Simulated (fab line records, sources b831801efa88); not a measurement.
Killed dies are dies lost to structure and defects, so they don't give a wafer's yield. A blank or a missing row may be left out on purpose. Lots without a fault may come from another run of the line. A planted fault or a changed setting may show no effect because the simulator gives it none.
Chamber matching | flow gf180mcu | GF_V5_ETCH_16 on rie_diel-03: 4 sister chambers
The step etches BARC in N2/H2. 14 wafers are shown with their chamber, then 7 later ones without.

WAFERS WITH THEIR CHAMBER
wafer  | chamber | drypump_motor_current_A (A) | oes_product_au (a.u.) | rf_fwd_power_W (W)
L074.2 | 3       | 6.2                         | 0.850                 | 496.3
L074.5 | 2       | 5.9                         | 0.854                 | 497.3
L074.6 | 1       | 6.1                         | 0.853                 | 497.7
L078.1 | 2       | 5.8                         | 0.851                 | 497.1
L078.2 | 1       | 6.1                         | 0.851                 | 496.3
L078.4 | 0       | 4.9                         | 0.853                 | 497.0
L081.1 | 0       | 4.9                         | 0.850                 | 495.8
L081.2 | 2       | 5.8                         | 0.853                 | 498.2
L081.4 | 3       | 6.2                         | 0.860                 | 499.6
L083.1 | 0       | 4.9                         | 0.853                 | 496.7
L083.5 | 2       | 5.9                         | 0.855                 | 494.8
L083.6 | 3       | 6.2                         | 0.865                 | 497.3
L086.1 | 0       | 4.9                         | 0.856                 | 497.7
L086.4 | 0       | 4.9                         | 0.856                 | 497.2

SIGNATURES (means of the wafers above)
reading                 | chamber 0 | chamber 1 | chamber 2 | chamber 3 | scatter within a chamber
drypump_motor_current_A | 4.900     | 6.100     | 5.850     | 6.200     | 0.0316
oes_product_au          | 0.85360   | 0.85200   | 0.85325   | 0.85833   | 0.00391
rf_fwd_power_W          | 496.880   | 497.000   | 496.850   | 497.733   | 1.22
Rule: a wafer's distance from a chamber is the root of the sum, over the readings, of the square of ((its reading less the chamber's mean) divided by the reading's scatter). The wafer belongs to the nearest chamber; if the next one is less than 2 further off, it can't be placed. The scatter: the root of (the sum of the squares of (reading less its chamber's mean) over the shown wafers, divided by (wafers less chambers)).

WAFERS WITHOUT THEIR CHAMBER
wafer  | drypump_motor_current_A (A) | oes_product_au (a.u.) | rf_fwd_power_W (W)
L086.5 | 5.8                         | 0.858                 | 496.6
L094.1 | 6.1                         | 0.859                 | 495.7
L094.2 | 6.2                         | 0.849                 | 498.4
L094.6 | 6.2                         | 0.850                 | 499.1
L096.1 | 6.2                         | 0.858                 | 498.0
L096.3 | 6.1                         | 0.849                 | 495.2
L096.5 | 6.3                         | 0.851                 | 497.4

WHICH CHAMBER EACH WENT THROUGH
wafer  | from the rows above     | in truth
L086.5 | 2                       | 2
L094.1 | can't be placed: 1 or 3 | 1
L094.2 | can't be placed: 3 or 1 | 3
L094.6 | can't be placed: 3 or 1 | 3
L096.1 | 3                       | 3
L096.3 | 1                       | 1
L096.5 | 3                       | 3
Placed correctly: 4 of 7. Can't be placed from these rows: 3 (the true chamber is among the candidates in 3). Placed wrongly: 0.
